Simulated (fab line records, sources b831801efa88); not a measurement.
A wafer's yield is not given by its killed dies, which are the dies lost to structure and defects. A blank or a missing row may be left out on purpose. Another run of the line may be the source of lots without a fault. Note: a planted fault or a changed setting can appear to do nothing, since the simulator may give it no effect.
Problem report, 8D (eight disciplines) form, completed by code + flow gf180mcu + the parts of the form that need people (team, actions taken, sign-off) are left out

1. WHAT IS WRONG
Mean V2_CVD_02_THK at GF_V2_THK_MEAS_03: 1454 nm over 2 wafers in 2 lots; fault-free wafers: 849 nm, standard deviation 14. Relative to the usual mean, that is a shift of +43 standard deviations.
Earliest sighting: wafer L628.6 on filmMetro-01 at day 23 17:20. Wafers with a number at this step in the record: 33, from 11 lots. The rule behind "out" and "out of limits": a value lying over 4 standard deviations away from the usual mean. Any other wafer with a number is counted as sound.

2. WHAT IT IS; WHAT IT IS NOT
| question                    | is                         | is not                                                                                       |
|-----------------------------|----------------------------|----------------------------------------------------------------------------------------------|
| which readings at this step | V2_CVD_02_THK              | -                                                                                            |
| which lots                  | L628, L629                 | L617, L618, L619, L621, L622, L630, L637, L638, L639                                         |
| which wafers of those lots  | L628.6, L629.1             | L628.4, L628.5, L629.2, L629.6                                                               |
| read on which gauges        | filmMetro-01, filmMetro-03 | filmMetro-04                                                                                 |
| when                        | from day 23 17:20          | up to then (17 sound wafers); but 14 sound wafers of L629, L630, L637, L638, L639 came after |

3. SUSPECTS, AND WHAT RULES EACH OUT
Counting: a tool at a process step up to the reading stays a suspect if it ran every lot that is out. Sound lots after the first of them don't rule it out here, since some wafers of a struck lot are sound.
- the gauge at GF_V2_THK_MEAS_03 has been ruled out. 2 gauges (filmMetro-01, filmMetro-03) read the wafers that are out.
- pecvd-02 at GF_V2_CVD_02 (deposits SiO2 from TEOS, target thk 850 nm, time 94.851 s): kept. It processed each lot that is out (first: L628, day 23 17:16); up to then, its last sound lot is L621 (day 21 08:56).
- In pecvd-02 at GF_V2_CVD_02, the wafers that are out were processed in chamber 0 and their sound lot-mates in chambers 1, 2.
Left after counting: pecvd-02 at GF_V2_CVD_02.

4. THE CAUSE (what the simulator had put in)
pecvd-02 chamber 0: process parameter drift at GF_V2_CVD_02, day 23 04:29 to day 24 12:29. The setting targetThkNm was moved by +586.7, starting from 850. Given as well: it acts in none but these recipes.
This tool alone remained once counting was done.

5. THE CHAIN OF EFFECTS, in route order
Each row: a reading where the mean over the struck wafers with a number is more than 3 standard deviations away from the usual. Only readings whose record carries a usual standard deviation are examined. hours: median over the lots of the time between each lot's start at the first step of this table that gives one and its start at this step. sigmas: the change, counted in usual standard deviations.
| hours | step              | reading         | usual  | on struck wafers | change | sigmas |
|-------|-------------------|-----------------|--------|------------------|--------|--------|
| 0     | GF_V2_THK_MEAS_03 | V2_CVD_02_THK   | 849 nm | 1454             | +604   | +43    |
| 4     | GF_V2_CMP_04      | timeToEndpointS | 80 s   | 300              | +220   | +34    |
Here are the process steps it includes:
- GF_V2_CMP_04: polishes SiO2.

6. WHAT WOULD HAVE CAUGHT IT SOONER
In this record the first reading out of limits at a measuring or inspecting step was taken at day 23 17:20, 13 hours after the fault began at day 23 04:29.
No tool reading at GF_V2_CVD_02 that has a usual standard deviation in the record was out on any struck wafer, so an alarm limit of 4 standard deviations on those readings would not have fired.
Among the 2 lots that are out, L629 began GF_V2_CVD_02 on pecvd-02 after day 23 17:20. A tool hold placed at that time would have kept it from harm.
